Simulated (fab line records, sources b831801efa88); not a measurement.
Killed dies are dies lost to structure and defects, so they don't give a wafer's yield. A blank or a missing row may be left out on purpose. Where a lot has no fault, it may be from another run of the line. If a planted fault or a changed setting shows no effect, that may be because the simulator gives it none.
fab line records	flow sky130
record: lots: 6	wafers: 18	lastDay: 50
route steps=708 shown METAL2@495 VIA2@507 PAD_OPEN@708
lots that met no fault: from a run of the same line without faults
startH: hours from the record's first day to the start of the lot's first wafer shown	waitH: how many hours have passed since the lot's step before this one	" as in the row above	L1.1+2: one row covering several wafers at once	- either no value or no given start	* or withheld: withheld	< > ~ a bound
route shown NAME@n: a module of which the file shows steps, and the number in the route of the first	usual: the fault-free wafers' mean and standard deviation	same: alike in all rows	chamber/n: place in a boat	sites: per-site readings	_std_site: the standard deviation of these	_edge_site: outer sites' mean less inner sites'	radiusMm: for every site, how far away it sits from the centre of the wafer	mask NAME#n: copy n	behind: the tool/chamber that last shaped the wafer	hold: reason for holding the lot/hours on hold/outcome of the hold	device: which transistor (n, p or np) failed to switch	end of line: at the end of the route, the tests of the same wafers	a step given without rows: its recipe and nothing more	killed: dies that structure and defects cost at the first sort, which is not the same as the wafer's yield	map: a wafer's dies, x killed, . not, _ none there
set.NAME: the run value of the setting; set.NAME@STEP: its run value at that earlier step	model.NAME: the simulator's own value behind a step, which no gauge read
lots at selected steps of the route; one table per step, one row per wafer
services: the hour from which a tool's chamber was out of use, counted from the record's first day as startH (under 0 if before that day), plus the number of hours and why
== steps ==
step: SKY_METAL2_EXPOSE_12
recipe: maskId: MM2	na: 0.8	sourceShape: annular	sigmaInner: 0.55	sigmaOuter: 0.85	targetCdNm: 140	doseMj: 28
step: SKY_METAL2_PEB_13
recipe: pebTempC: withheld	pebTimeS: withheld	resist: KrF-thick
step: SKY_METAL2_DEVELOP_14
recipe: developTimeS: 60	resist: KrF-thick	devTempC: 21
step: SKY_METAL2_CD_MEAS_15
recipe: targetCdNm: 140
usual: cdNm: 139.7/1.4
lot.wafer	tool	chamber	startH	waitH	cdNm
L381.4	cdSem-01	-	830.73	-	139.9
L381.5	"	-	"	"	138.6
L381.6	"	-	"	"	140.3
L386.2	cdSem-02	-	871.15	-	140.4
L386.4	"	-	"	"	138.5
L386.5	"	-	"	"	139.6
L396.1	cdSem-01	-	941.13	-	139.6
L396.3	"	-	"	"	140.5
L396.5	"	-	"	"	138.8
L397.3	cdSem-01	-	945.02	-	142.0
L397.4	"	-	"	"	141.5
L397.6	"	-	"	"	142.0
L399.2	cdSem-01	-	961.04	-	141.0
L399.4	"	-	"	"	139.9
L399.6	"	-	"	"	139.1
L404.2	cdSem-02	-	991.64	-	140.4
L404.3	"	-	"	"	140.9
L404.6	"	-	"	"	142.7
step: SKY_METAL2_OVL_MEAS_16
usual: METAL2_OVL: 0/5
lot.wafer	tool	chamber	startH	waitH	METAL2_OVL[nm]
L381.4	overlay-02	-	830.81	0.1	6
L381.5	"	-	"	"	-1
L381.6	"	-	"	"	4
L386.2	overlay-01	-	871.26	0.1	0
L386.4	"	-	"	"	0
L386.5	"	-	"	"	-7
L396.1	overlay-02	-	941.25	0.1	4
L396.3	"	-	"	"	3
L396.5	"	-	"	"	0
L397.3	overlay-01	-	945.12	0.1	0
L397.4	"	-	"	"	-6
L397.6	"	-	"	"	-4
L399.2	overlay-01	-	961.14	0.1	0
L399.4	"	-	"	"	-6
L399.6	"	-	"	"	-2
L404.2	overlay-01	-	991.74	0.1	-7
L404.3	"	-	"	"	5
L404.6	"	-	"	"	-7
step: SKY_METAL2_DESCUM_17
recipe: chemistry: O2	sourcePowerW: 150	biasPowerW: 0	pressureMtorr: 10	tempC: 40	timeS: 8
usual: drypumpMotorCurrentA: 5.8/0.61	oesProductAu: 1.004/0.0087
lot.wafer	tool	chamber	startH	waitH	drypumpMotorCurrentA	oesProductAu	rfHoursCounterH
L381.4	rieMetal-02	1	830.84	0.0	5.7	0.992	-
L381.5	"	0	"	"	4.9	0.990	-
L381.6	"	1	"	"	5.7	1.021	-
L386.2	rieMetal-03	0	871.29	0.0	6.4	1.019	2
L386.4	"	1	"	"	5.2	1.009	-
L386.5	"	1	"	"	5.2	1.009	-
L396.1	rieMetal-01	0	941.29	0.0	6.4	1.008	17
L396.3	"	0	"	"	6.5	1.002	-
L396.5	"	0	"	"	6.5	0.998	-
L397.3	rieMetal-02	0	945.15	0.0	4.9	0.997	-
L397.4	"	1	"	"	5.7	1.007	-
L397.6	"	1	"	"	5.7	0.995	-
L399.2	rieMetal-03	1	961.17	0.0	5.1	1.002	7
L399.4	"	1	"	"	5.2	0.994	-
L399.6	"	1	"	"	5.2	0.988	-
L404.2	rieMetal-02	1	991.77	0.0	5.7	0.995	12
L404.3	"	0	"	"	4.9	1.003	-
L404.6	"	1	"	"	5.7	0.995	-
step: SKY_METAL2_ETCH_18
recipe: chemistry: N2/H2	target: BARC	ionEnergyEv: 200	biasW: 100	pressureMtorr: 30	n2FlowSccm: 100	h2FlowSccm: 200	icpW: 500	stopOn: SiO2	timeS: 45.9	targetDepthA: 600
usual: drypumpMotorCurrentA: 5.8/0.61	n2FlowSccm: 99.93/0.29	oesProductAu: 0.855/0.0049	throttleValvePct: 13.224/0.0091
lot.wafer	tool	chamber	startH	waitH	drypumpMotorCurrentA	n2FlowSccm	oesProductAu	rfHoursCounterH	throttleValvePct
L381.4	rieMetal-02	1	830.88	0.0	5.7	99.92	0.852	-	13.241
L381.5	"	0	"	"	4.9	100.19	0.858	-	13.221
L381.6	"	1	"	"	5.7	99.34	0.855	-	13.231
L386.2	rieMetal-03	0	871.32	0.0	6.4	99.66	0.858	2	13.217
L386.4	"	1	"	"	5.2	100.07	0.859	-	13.212
L386.5	"	1	"	"	5.2	99.94	0.857	-	13.223
L396.1	rieMetal-01	0	941.32	0.0	6.5	100.12	0.860	17	13.225
L396.3	"	0	"	"	6.5	99.93	0.857	-	13.226
L396.5	"	0	"	"	6.5	99.43	0.849	-	13.235
L397.3	rieMetal-02	0	945.19	0.0	4.9	100.17	0.856	-	13.244
L397.4	"	1	"	"	5.7	99.93	0.854	-	13.212
L397.6	"	1	"	"	5.7	99.68	0.856	-	13.230
L399.2	rieMetal-03	1	961.20	0.0	5.2	99.83	0.848	7	13.235
L399.4	"	1	"	"	5.2	100.47	0.865	-	13.233
L399.6	"	1	"	"	5.2	100.23	0.855	-	13.236
L404.2	rieMetal-02	1	991.80	0.0	5.7	99.98	0.857	13	13.232
L404.3	"	0	"	"	4.9	99.54	0.862	-	13.234
L404.6	"	1	"	"	5.8	99.48	0.861	-	13.221
step: SKY_METAL2_METAL_ETCH_19
recipe: targetDepthA: 3600	stopOn: SiO2	overEtchFrac: 0.3	timeS: 78	chemistry: Cl2/BCl3	resistSidewallDeg: 88	pressureMtorr: 10	icpW: 900	biasW: 48.5	Cl2_flow_sccm: 60	bcl3FlowSccm: 30
usual: drypumpMotorCurrentA: 5.8/0.61	oesProductAu: 0.855/0.0053	throttleValvePct: 22.263/0.0091
lot.wafer	tool	chamber	startH	waitH	drypumpMotorCurrentA	oesProductAu	rfHoursCounterH	throttleValvePct
L381.4	rieMetal-02	1	830.95	0.1	5.7	0.855	-	22.270
L381.5	"	0	"	"	4.9	0.860	-	22.278
L381.6	"	1	"	"	5.7	0.852	-	22.271
L386.2	rieMetal-03	0	871.39	0.0	6.3	0.864	2	22.264
L386.4	"	1	"	"	5.2	0.855	-	22.248
L386.5	"	1	"	"	5.2	0.853	-	22.244
L396.1	rieMetal-01	0	941.39	0.0	6.5	0.857	17	22.252
L396.3	"	0	"	"	6.5	0.852	-	22.251
L396.5	"	0	"	"	6.5	0.855	-	22.259
L397.3	rieMetal-02	0	945.27	0.1	4.9	0.855	-	22.259
L397.4	"	1	"	"	5.7	0.851	-	22.263
L397.6	"	1	"	"	5.7	0.866	-	22.258
L399.2	rieMetal-03	1	961.27	0.0	5.2	0.868	7	22.261
L399.4	"	1	"	"	5.1	0.859	-	22.267
L399.6	"	1	"	"	5.1	0.860	-	22.265
L404.2	rieMetal-02	1	991.87	0.0	5.7	0.847	13	22.264
L404.3	"	0	"	"	4.9	0.856	-	22.282
L404.6	"	1	"	"	5.7	0.853	-	22.272
step: SKY_METAL2_STRIP_20
recipe: chemistry: O2/N2	powerW: 1400	pressureMtorr: 1500	platenTempC: withheld	o2FlowSccm: 3000	n2FlowSccm: 300	overashFraction: 0.5
usual: drypumpMotorCurrentA: 5.43/0.18	n2FlowSccm: 300.1/0.88	oesProductAu: 0.342/0.0047	stripTimeToEndpointS: 2.68/0.039
lot.wafer	tool	chamber	startH	waitH	drypumpMotorCurrentA	n2FlowSccm	oesProductAu	rfHoursCounterH	stripTimeToEndpointS
L381.4	plasmaAsher-01	1	831.05	0.1	5.31	299.3	0.345	-	2.71
L381.5	"	0	"	"	5.37	301.0	0.336	-	2.70
L381.6	"	1	"	"	5.28	300.0	0.349	-	2.71
L386.2	plasmaAsher-04	1	871.48	0.1	5.82	299.0	0.339	102	2.64
L386.4	"	1	"	"	5.79	300.0	0.345	-	2.69
L386.5	"	1	"	"	5.82	299.9	0.343	-	2.68
L396.1	plasmaAsher-03	0	941.48	0.1	5.27	299.5	0.336	51	2.63
L396.3	"	0	"	"	5.25	299.5	0.351	-	2.68
L396.5	"	1	"	"	5.39	302.0	0.340	-	2.69
L397.3	plasmaAsher-04	0	945.36	0.1	5.38	299.9	0.340	-	2.68
L397.4	"	1	"	"	5.82	300.8	0.342	-	2.72
L397.6	"	1	"	"	5.81	301.3	0.349	-	2.68
L399.2	plasmaAsher-01	1	961.36	0.1	5.33	300.1	0.349	86	2.72
L399.4	"	1	"	"	5.33	298.8	0.340	-	2.72
L399.6	"	1	"	"	5.31	300.7	0.341	-	2.75
L404.2	plasmaAsher-03	0	991.96	0.1	5.25	299.7	0.336	54	2.67
L404.3	"	0	"	"	5.24	297.6	0.332	-	2.68
L404.6	"	1	"	"	5.40	300.0	0.346	-	2.68
step: SKY_METAL2_STRIP_21
recipe: chemistry: postEtchResidueRemover	timeS: 1200	tempC: 72.5
step: SKY_METAL2_CLEAN_22
recipe: chemistry: IPA	timeS: 180	tempC: 25
step: SKY_METAL2_CLEAN_23
recipe: chemistry: O3/DIW	dry: n2Spin
step: SKY_VIA2_HDPCVD_00
recipe: material: SiO2	targetThkNm: 1180	sigmaOpenFrac: 0.3	timeS: 196.7	tempC: 400	sih4FlowSccm: 60	pressureMtorr: 6
lot.wafer	tool	chamber	startH	waitH	model.SiO2_of_VIA2_HDPCVD_00.thkNm
L381.4	hdpcvd-01	1	831.68	0.1	1161
L381.5	"	2	"	"	1159
L381.6	"	0	"	"	1166
L386.2	hdpcvd-01	0	872.07	0.0	1152
L386.4	"	1	"	"	1177
L386.5	"	0	"	"	1178
L396.1	hdpcvd-02	2	942.07	0.0	1182
L396.3	"	1	"	"	1201
L396.5	"	1	"	"	1193
L397.3	hdpcvd-01	1	945.92	0.0	1893
L397.4	"	2	"	"	1901
L397.6	"	1	"	"	1170
L399.2	hdpcvd-01	2	961.99	0.0	1167
L399.4	"	0	"	"	1906
L399.6	"	2	"	"	1178
L404.2	hdpcvd-02	1	992.55	0.0	1190
L404.3	"	0	"	"	1174
L404.6	"	2	"	"	1193
step: SKY_VIA2_THK_MEAS_01
recipe: reads: SiO2_of_VIA2_HDPCVD_00
usual: VIA2_HDPCVD_THK: 1176/11
lot.wafer	tool	chamber	startH	waitH	VIA2_HDPCVD_THK[nm]
L381.4	filmMetro-04	-	831.77	0.0	1161
L381.5	"	-	"	"	1160
L381.6	"	-	"	"	1166
L386.2	filmMetro-03	-	872.21	0.1	1152
L386.4	"	-	"	"	1177
L386.5	"	-	"	"	1178
L396.1	filmMetro-03	-	942.19	0.1	1182
L396.3	"	-	"	"	1201
L396.5	"	-	"	"	1194
L397.3	filmMetro-04	-	946.06	0.1	1893
L397.4	"	-	"	"	1899
L397.6	"	-	"	"	1170
L399.2	filmMetro-02	-	962.13	0.1	1167
L399.4	"	-	"	"	1905
L399.6	"	-	"	"	1179
L404.2	filmMetro-02	-	992.68	0.1	1189
L404.3	"	-	"	"	1174
L404.6	"	-	"	"	1193
step: SKY_VIA2_CMP_02
recipe: material: SiO2	downForcePsi: 4	platenRpm: 60	padVelocityMS: 0.94248
usual: motorCurrentA: 12.0/1.3
lot.wafer	tool	chamber	startH	waitH	motorCurrentA
L381.4	cmp-01	0	831.95	0.2	12.7
L381.6	"	1	"	"	12.9
L381.5	"	2	"	"	9.0
L386.2	cmp-01	2	872.26	0.0	9.4
L386.4	"	1	"	"	13.2
L386.5	"	2	"	"	9.3
L396.3	cmp-01	3	942.25	0.0	12.2
L396.1	"	2	"	"	9.1
L396.5	"	0	"	"	12.7
L397.4	cmp-02	3	946.15	0.1	11.3
L397.3	"	0	"	"	12.8
L397.6	"	2	"	"	12.6
L399.2	cmp-02	0	962.23	0.1	12.8
L399.4	"	1	"	"	12.0
L399.6	"	0	"	"	12.9
L404.2	cmp-01	1	992.83	0.1	12.7
L404.3	"	2	"	"	8.7
L404.6	"	3	"	"	12.1
step: SKY_PAD_OPEN_PROBE_99
usual: defectLimitedYield: 82.3/1.9	killed_at_M0_to_M3: 43/7.4	killed_at_M4_up: 3.3/2	killedAtContacts: 24/5.4	killedAtFrontEnd: 16/4.2	killedAtOther: 0.3/0.61	killedDies: 87/9.4	killedOpen: 47/7.3	killedShort: 40/6.7	sort_bin_3_pad_short: 0.9/0.43	sort_bin_5_function: 10.4/1.4	sort_bin_6_memory: 6.4/1.2	sortNPass: 405/9.4	sortYieldPct: 82.3/1.9
same: grossDies: 492	killedAtBackSide: 0	sort_bin_4_leakage[%]: 0	sort_bin_8_speed[%]: 0
lot.wafer	tool	chamber	startH	waitH	defectLimitedYield[%]	killed_at_M0_to_M3	killed_at_M4_up	killedAtContacts	killedAtFrontEnd	killedAtOther	killedDies	killedOpen	killedShort	sort_bin_3_pad_short[%]	sort_bin_5_function[%]	sort_bin_6_memory[%]	sortNPass	sortYieldPct[%]
L381.4	prober-02	-	1083.20	0.2	80.3	55	2	26	14	0	97	61	36	1.2	11.6	6.9	395	80.3
L381.5	prober-02	-	1083.25	0.2	80.3	42	5	30	20	0	97	54	42	0.8	9.6	9.3	395	80.3
L381.6	prober-02	-	1083.30	0.2	82.7	45	0	25	15	0	85	38	46	1.0	9.8	6.5	407	82.7
L399.2	prober-01	-	1183.60	0.1	78.7	59	1	32	12	1	105	59	46	2.0	12.8	6.5	387	78.7
L399.4	prober-01	-	1183.70	0.2	82.7	41	3	18	23	0	85	43	42	0.8	10.0	6.5	407	82.7
L399.6	prober-01	-	1183.80	0.2	77.8	58	12	21	18	0	109	56	53	1.2	12.2	8.7	383	77.8
killed by level:class
L381.4 VIA1:geometricParticle:open=14 CONTACT:geometricParticle:open=10 LI_CONTACT:geometricParticle:open=9 VIA2:geometricParticle:open=8 FIELD_ISO:geometricParticle:open=6 METAL2:geometricParticle:short=6 VIA3:geometricParticle:open=6 LI_CONTACT:geometricParticle:short=5
L381.5 CONTACT:geometricParticle:open=12 VIA1:geometricParticle:open=10 LI_CONTACT:geometricParticle:open=10 FIELD_ISO:geometricParticle:open=7 METAL2:geometricParticle:short=7 VIA2:geometricParticle:short=7 FIELD_ISO:geometricParticle:short=6 METAL1:geometricParticle:short=6
L381.6 VIA1:geometricParticle:open=9 CONTACT:geometricParticle:short=7 VIA1:geometricParticle:short=7 METAL2:geometricParticle:short=7 FIELD_ISO:geometricParticle:short=6 CONTACT:geometricParticle:open=6 LI_CONTACT:geometricParticle:open=5 LOCAL_INTERCONNECT:geometricParticle:short=5
L399.2 VIA1:geometricParticle:open=16 CONTACT:geometricParticle:open=14 LI_CONTACT:geometricParticle:open=8 METAL1:geometricParticle:short=8 VIA2:geometricParticle:open=8 VIA2:geometricParticle:short=7 VIA3:geometricParticle:open=6 VIA1:geometricParticle:short=6
L399.4 VIA1:geometricParticle:open=11 FIELD_ISO:geometricParticle:open=6 FIELD_ISO:geometricParticle:short=6 CONTACT:geometricParticle:short=6 METAL1:geometricParticle:short=6 VIA3:geometricParticle:open=6 METAL2:geometricParticle:open=5 LI_CONTACT:geometricParticle:open=4
L399.6 VIA1:geometricParticle:open=13 METAL4:geometricParticle:short=10 METAL2:geometricParticle:short=9 FIELD_ISO:geometricParticle:open=8 METAL1:geometricParticle:short=8 VIA2:geometricParticle:open=7 CONTACT:geometricParticle:short=7 CONTACT:geometricParticle:open=7
== services ==
tool	chamber	startH	hours	kind
rieMetal-03	0	812.65	-	clean
rieMetal-03	0	812.65	17.5	scheduledDown
rieMetal-03	0	812.65	17.5	ventCycle
rieMetal-01	-	823.82	0.6	repair
plasmaAsher-04	-	826.84	14.6	pm
rieMetal-02	1	827.76	2.6	repair
rieMetal-03	-	830.95	2.8	pm
cmp-02	-	831.01	2.0	repair
rieMetal-02	-	844.17	15.6	pm
cmp-01	-	895.85	2.3	repair
hdpcvd-01	-	902.25	0.3	repair
cmp-01	-	912.00	4.0	pm
hdpcvd-01	0	914.55	2.2	repair
cmp-01	-	916.00	-	consumableReplace:conditioner
cmp-01	-	916.00	-	consumableReplace:pad
rieMetal-03	-	930.55	14.6	pm
hdpcvd-02	-	950.25	15.0	pm
plasmaAsher-03	-	950.80	14.6	pm
cmp-02	-	953.87	1.1	repair
hdpcvd-01	-	976.86	6.0	pm
cmp-02	-	980.36	0.3	repair
hdpcvd-01	-	982.86	14.6	pm
rieMetal-01	-	985.22	1.4	pm
hdpcvd-02	-	990.41	1.0	repair
== key ==
firstSign: step: SKY_VIA2_THK_MEAS_01	reading: VIA2_HDPCVD_THK	direction: up	sigmas: 63	usual: 1176	struck: 1899
effect none on later readings
modelEffect: step: SKY_VIA2_HDPCVD_00	value: SiO2_of_VIA2_HDPCVD_00.thkNm	without: 1160	struck: 1900
metAt SKY_VIA2_HDPCVD_00
struckWafers L397.3,L397.4,L399.4
onsetBetween 872.07 945.92
fault: kind: processParameterDrift	tool: hdpcvd-01	chamber: -	onsetH: 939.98	steps: SKY_VIA2_HDPCVD_00	channel: targetThkNm	offset: 739.95	shape: step	endH: 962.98	scope: struckWafersOnly	actsIn: theseRecipesOnly	stated: 1180
